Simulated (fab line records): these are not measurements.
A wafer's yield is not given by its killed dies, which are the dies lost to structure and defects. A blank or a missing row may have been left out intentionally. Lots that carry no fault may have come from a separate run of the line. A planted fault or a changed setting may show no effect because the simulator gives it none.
The tool behind it: which one? + flow gf180mcu + Sampling: 12 lots, 36 wafers, 3 of 602 route steps

## WHAT EACH GAUGE READ, for each wafer
GF_MIM_RS_MEAS_10: the measuring method here is four-point-probe. Usual: for MIM_ALCU_RS the level is 0.1606 ohm/sq and the standard deviation is 0.0017.
| lot  | measured     | on            | MIM_ALCU_RS (ohm/sq) | flag |
|------|--------------|---------------|----------------------|------|
| L276 | day 24 12:57 | film metro-01 | 0.1635 0.1611 0.1613 |      |
| L277 | day 25 08:49 | film metro-01 | 0.1621 0.1636 0.1635 |      |
| L278 | day 25 11:37 | film metro-02 | 0.1588 0.1608 0.1617 |      |
| L280 | day 26 01:51 | film metro-02 | 0.1600 0.1612 0.1609 |      |
| L282 | day 27 01:49 | film metro-02 | 0.1572 0.1589 0.1593 |      |
| L285 | day 28 00:50 | film metro-01 | 0.1597 0.1602 0.1597 |      |
| L288 | day 28 20:55 | film metro-01 | 0.1609 0.1610 0.1615 |      |
| L290 | day 29 14:41 | film metro-02 | 0.1595 0.1590 0.1577 |      |
| L292 | day 29 23:44 | film metro-04 | 0.1597 0.1615 0.1608 |      |
| L293 | day 30 10:20 | film metro-02 | 0.1622 0.1623 0.1614 |      |
| L296 | day 30 22:53 | film metro-04 | 0.1641 0.1635 0.1649 |      |
| L298 | day 31 14:00 | film metro-01 | 0.1597 0.1592 0.1587 |      |

GF_M5_OVL_MEAS_08. Usual: for M5_OVL the level is 4 nm and the standard deviation is 6.3.
| lot  | measured     | on         | M5_OVL (nm) | flag |
|------|--------------|------------|-------------|------|
| L276 | day 26 08:14 | overlay-01 | -1 -6 -5    |      |
| L277 | day 27 03:11 | overlay-01 | 4 -1 1      |      |
| L278 | day 27 05:53 | overlay-01 | -1 0 8      |      |
| L280 | day 27 18:40 | overlay-01 | 10 8 6      |      |
| L282 | day 28 18:40 | overlay-02 | 11 8 10     |      |
| L285 | day 29 16:14 | overlay-01 | -6 -3 -5    |      |
| L288 | day 30 10:48 | overlay-01 | -7 -12 -6   |      |
| L290 | day 31 03:11 | overlay-01 | 4 7 4       |      |
| L292 | day 31 11:53 | overlay-01 | 9 13 7      |      |
| L293 | day 31 21:55 | overlay-01 | 5 0 5       |      |
| L296 | day 32 09:41 | overlay-02 | 4 12 8      |      |
| L298 | day 32 23:44 | overlay-02 | -4 6 2      |      |

## WHAT TOOL EACH LOT RAN ON (gives the tool, then ch and the chambers of the sampled wafers, and finally the start)
| lot  | GF_MIM_METAL_ETCH_19              |
|------|-----------------------------------|
| L276 | rie metal-01 ch 0,1, day 25 10:27 |
| L277 | rie metal-02 ch 0,1, day 26 06:06 |
| L278 | rie metal-01 ch 0,1, day 26 08:25 |
| L280 | rie metal-02 ch 0,1, day 26 22:33 |
| L282 | rie metal-02 ch 0,1, day 27 22:12 |
| L285 | rie metal-01 ch 1, day 28 20:40   |
| L288 | rie metal-01 ch 0,1, day 29 15:47 |
| L290 | rie metal-02 ch 0,1, day 30 08:57 |
| L292 | rie metal-04 ch 0,1, day 30 17:43 |
| L293 | rie metal-04 ch 0,1, day 31 04:09 |
| L296 | rie metal-04 ch 0,1, day 31 15:57 |
| L298 | rie metal-04 ch 0,1, day 32 06:40 |
- GF_MIM_METAL_ETCH_19: etches the open film in Cl2/BCl3, stops on Si3N4, target depth 324.5 nm, time 54.1 s.

## AS READ BY THE TOOLS THEMSELVES (means over the sampled wafers that have a number; for cases with no such wafer, the mark the record gives instead)
GF_MIM_METAL_ETCH_19. Usual: bias w 140.0 W, standard deviation 0.45; chamber pressure mTorr 8.002 mTorr, standard deviation 0.0073; drypump motor current A 5.7 A, standard deviation 0.39; oes product au 0.940 a.u., standard deviation 0.0063; throttle valve pct 28.285 %, standard deviation 0.01.
| lot  | tool         | bias w (W) | chamber pressure mTorr (mTorr) | drypump motor current A (A) | oes product au (a.u.) | throttle valve pct (%) | flag |
|------|--------------|------------|--------------------------------|-----------------------------|-----------------------|------------------------|------|
| L276 | rie metal-01 | 140.1      | 8.000                          | 5.4                         | 0.941                 | 28.290                 |      |
| L277 | rie metal-02 | 140.3      | 8.004                          | 6.1                         | 0.935                 | 28.286                 |      |
| L278 | rie metal-01 | 140.2      | 8.006                          | 5.7                         | 0.946                 | 28.286                 |      |
| L280 | rie metal-02 | 140.5      | 8.001                          | 5.8                         | 0.939                 | 28.290                 |      |
| L282 | rie metal-02 | 140.2      | 8.007                          | 6.2                         | 0.943                 | 28.282                 |      |
| L285 | rie metal-01 | 140.2      | 8.000                          | 5.9                         | 0.945                 | 28.282                 |      |
| L288 | rie metal-01 | 139.4      | 8.000                          | 5.6                         | 0.944                 | 28.276                 |      |
| L290 | rie metal-02 | 139.7      | 8.005                          | 6.1                         | 0.942                 | 28.276                 |      |
| L292 | rie metal-04 | 140.6      | 8.001                          | 5.5                         | 0.939                 | 28.281                 |      |
| L293 | rie metal-04 | 140.3      | 8.000                          | 5.5                         | 0.935                 | 28.288                 |      |
| L296 | rie metal-04 | 139.9      | 7.999                          | 5.7                         | 0.927                 | 28.293                 |      |
| L298 | rie metal-04 | 139.9      | 7.996                          | 5.5                         | 0.946                 | 28.285                 |      |

## THE ANSWER, worked out from the rows above alone
Rule: take the mean of a lot's wafers that have a number; if it is more than 3 standard deviations from the usual mean, the lot is off. Also off: a lot with no number at a reading for which 4 or more lots have one. Any other lot the step has rows for is counted as sound. Order of review: gauges by route order, followed by the tools' own readings, for which a lot's mean as printed above is used. The first step at which some lot is off is used, and at that step the reading that is off furthest; a lot without a number counts as furthest.
No lot is off on any of the readings shown, so nothing can be concluded from this.

## WHAT THE SIMULATOR PUT IN
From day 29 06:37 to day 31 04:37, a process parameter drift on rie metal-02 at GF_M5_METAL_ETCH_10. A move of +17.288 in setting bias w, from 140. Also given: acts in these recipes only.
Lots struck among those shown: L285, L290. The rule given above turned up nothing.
